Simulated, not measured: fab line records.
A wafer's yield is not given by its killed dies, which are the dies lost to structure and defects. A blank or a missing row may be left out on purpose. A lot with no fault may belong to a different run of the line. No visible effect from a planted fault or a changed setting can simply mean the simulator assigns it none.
Which of the tools did it? :: flow gf180mcu :: 14 lots, 42 wafers sampled, at 2 steps of a route of 602

== WHAT THE GAUGES SHOWED, per wafer ==
GF_LVPWELL_OVL_MEAS_07. Usual: for LVPWELL_OVL the level is -0.3 nm and the standard deviation is 1.5.
lot: L771
measured: day 3 19:52
on: overlay-02
LVPWELL_OVL (nm): -0.7 -0.5 1.6
flag: 

lot: L772
measured: day 4 00:26
on: overlay-01
LVPWELL_OVL (nm): -0.3 0.4 -0.4
flag: 

lot: L773
measured: day 4 08:14
on: overlay-01
LVPWELL_OVL (nm): -1.3 -2.9 -1.9
flag: 

lot: L775
measured: day 4 19:56
on: overlay-02
LVPWELL_OVL (nm): 2.1 3.5 1.8
flag: 

lot: L776
measured: day 5 00:14
on: overlay-01
LVPWELL_OVL (nm): -1.0 -0.7 -0.1
flag: 

lot: L777
measured: day 5 05:56
on: overlay-01
LVPWELL_OVL (nm): -2.6 -0.3 1.1
flag: 

lot: L778
measured: day 5 10:52
on: overlay-02
LVPWELL_OVL (nm): -2.9 -0.3 -0.5
flag: 

lot: L779
measured: day 5 17:43
on: overlay-01
LVPWELL_OVL (nm): -2.5 -2.8 -1.1
flag: 

lot: L786
measured: day 7 11:02
on: overlay-01
LVPWELL_OVL (nm): 0.8 1.3 1.2
flag: 

lot: L787
measured: day 7 16:17
on: overlay-02
LVPWELL_OVL (nm): 0.5 -1.2 0.3
flag: 

lot: L790
measured: day 8 08:46
on: overlay-02
LVPWELL_OVL (nm): -1.0 -2.7 0.2
flag: 

lot: L792
measured: day 8 15:56
on: overlay-02
LVPWELL_OVL (nm): -0.7 -1.5 -1.0
flag: 

lot: L793
measured: day 9 10:01
on: overlay-01
LVPWELL_OVL (nm): 0.1 1.2 -0.7
flag: 

lot: L794
measured: day 9 10:58
on: overlay-02
LVPWELL_OVL (nm): 0.4 2.2 0.8
flag: 

== WHICH TOOL RAN EACH LOT (tool, then ch and the chambers of the sampled wafers, then the start) ==
lot: L771
GF_DNWELL_STRIP_08: plasma asher-02 ch 1, day 2 17:52

lot: L772
GF_DNWELL_STRIP_08: plasma asher-02 ch 0,1, day 2 23:11

lot: L773
GF_DNWELL_STRIP_08: plasma asher-03 ch 0,1, day 3 05:43

lot: L775
GF_DNWELL_STRIP_08: plasma asher-01 ch 0,1, day 3 17:19

lot: L776
GF_DNWELL_STRIP_08: plasma asher-03 ch 0,1, day 3 21:37

lot: L777
GF_DNWELL_STRIP_08: plasma asher-03 ch 0, day 4 02:07

lot: L778
GF_DNWELL_STRIP_08: plasma asher-01 ch 0,1, day 4 06:53

lot: L779
GF_DNWELL_STRIP_08: plasma asher-03 ch 0,1, day 4 13:49

lot: L786
GF_DNWELL_STRIP_08: plasma asher-03 ch 0, day 6 04:20

lot: L787
GF_DNWELL_STRIP_08: plasma asher-02 ch 0,1, day 6 10:13

lot: L790
GF_DNWELL_STRIP_08: plasma asher-01 ch 0,1, day 7 02:15

lot: L792
GF_DNWELL_STRIP_08: plasma asher-03 ch 0, day 7 09:05

lot: L793
GF_DNWELL_STRIP_08: plasma asher-03 ch 0,1, day 8 00:59

lot: L794
GF_DNWELL_STRIP_08: plasma asher-02 ch 0,1, day 8 01:22
- GF_DNWELL_STRIP_08: strips in O2/N2.

== WHAT THE TOOLS THEMSELVES READ (means of the sampled wafers that have a number; where no wafer has one, the mark that the record gives instead) ==
GF_DNWELL_STRIP_08. Usual: chamber pressure mTorr 1499.9 mTorr, standard deviation 1.4; drypump motor current A 5.72 A, standard deviation 0.11; heater power w 344 W, standard deviation 37; o2 flow sccm 3001 sccm, standard deviation 8.7; oes product au 0.722 a.u., standard deviation 0.0048; strip time to endpoint s 36.99 s, standard deviation 0.1.
lot: L771
tool: plasma asher-02
chamber pressure mTorr (mTorr): 1500.4
drypump motor current A (A): 5.78
heater power w (W): 377
o2 flow sccm (sccm): 3003
oes product au (a.u.): 0.722
strip time to endpoint s (s): 36.94
flag: 

lot: L772
tool: plasma asher-02
chamber pressure mTorr (mTorr): 1499.5
drypump motor current A (A): 5.74
heater power w (W): 354
o2 flow sccm (sccm): 3004
oes product au (a.u.): 0.723
strip time to endpoint s (s): 37.00
flag: 

lot: L773
tool: plasma asher-03
chamber pressure mTorr (mTorr): 1499.7
drypump motor current A (A): 5.68
heater power w (W): 370
o2 flow sccm (sccm): 3006
oes product au (a.u.): 0.725
strip time to endpoint s (s): 36.97
flag: 

lot: L775
tool: plasma asher-01
chamber pressure mTorr (mTorr): 1497.9
drypump motor current A (A): 5.83
heater power w (W): 304
o2 flow sccm (sccm): 3000
oes product au (a.u.): 0.726
strip time to endpoint s (s): 37.07
flag: 

lot: L776
tool: plasma asher-03
chamber pressure mTorr (mTorr): 1499.5
drypump motor current A (A): 5.68
heater power w (W): 362
o2 flow sccm (sccm): 2998
oes product au (a.u.): 0.724
strip time to endpoint s (s): 37.05
flag: 

lot: L777
tool: plasma asher-03
chamber pressure mTorr (mTorr): 1498.8
drypump motor current A (A): 5.69
heater power w (W): 368
o2 flow sccm (sccm): 3005
oes product au (a.u.): 0.725
strip time to endpoint s (s): 36.91
flag: 

lot: L778
tool: plasma asher-01
chamber pressure mTorr (mTorr): 1499.0
drypump motor current A (A): 5.81
heater power w (W): 307
o2 flow sccm (sccm): 3005
oes product au (a.u.): 0.725
strip time to endpoint s (s): 37.05
flag: 

lot: L779
tool: plasma asher-03
chamber pressure mTorr (mTorr): 1501.0
drypump motor current A (A): 5.70
heater power w (W): 373
o2 flow sccm (sccm): 3002
oes product au (a.u.): 0.723
strip time to endpoint s (s): 36.90
flag: 

lot: L786
tool: plasma asher-03
chamber pressure mTorr (mTorr): 1500.8
drypump motor current A (A): 5.70
heater power w (W): 378
o2 flow sccm (sccm): 2997
oes product au (a.u.): 0.721
strip time to endpoint s (s): 36.79
flag: 

lot: L787
tool: plasma asher-02
chamber pressure mTorr (mTorr): 1500.1
drypump motor current A (A): 5.62
heater power w (W): 328
o2 flow sccm (sccm): 3003
oes product au (a.u.): 0.721
strip time to endpoint s (s): 37.00
flag: 

lot: L790
tool: plasma asher-01
chamber pressure mTorr (mTorr): 1501.1
drypump motor current A (A): 5.81
heater power w (W): 333
o2 flow sccm (sccm): 3001
oes product au (a.u.): 0.720
strip time to endpoint s (s): 36.98
flag: 

lot: L792
tool: plasma asher-03
chamber pressure mTorr (mTorr): 1500.0
drypump motor current A (A): 5.67
heater power w (W): 380
o2 flow sccm (sccm): 3001
oes product au (a.u.): 0.720
strip time to endpoint s (s): 36.97
flag: 

lot: L793
tool: plasma asher-03
chamber pressure mTorr (mTorr): 1499.6
drypump motor current A (A): 5.68
heater power w (W): 366
o2 flow sccm (sccm): 2998
oes product au (a.u.): 0.718
strip time to endpoint s (s): 37.12
flag: 

lot: L794
tool: plasma asher-02
chamber pressure mTorr (mTorr): 1499.0
drypump motor current A (A): 5.63
heater power w (W): 327
o2 flow sccm (sccm): 2995
oes product au (a.u.): 0.723
strip time to endpoint s (s): 36.95
flag: 

== THE ANSWER, worked out from the rows above alone ==
Rule: take the mean of a lot's wafers that have a number; if it is more than 3 standard deviations from the usual mean, the lot is off. Also off: a lot with no number at a reading for which 4 or more lots have one. All remaining lots with rows at the step are treated as sound. After the gauges, taken in route order, come the tools' own readings; for these a lot's mean is taken, as printed above. At the first step where some lot is off, the reading lying furthest off is the one used; lots without a number count as furthest.
Across all readings shown, no lot is off: no conclusion can be drawn from this.

== WHAT WAS PUT IN BY THE SIMULATOR ==
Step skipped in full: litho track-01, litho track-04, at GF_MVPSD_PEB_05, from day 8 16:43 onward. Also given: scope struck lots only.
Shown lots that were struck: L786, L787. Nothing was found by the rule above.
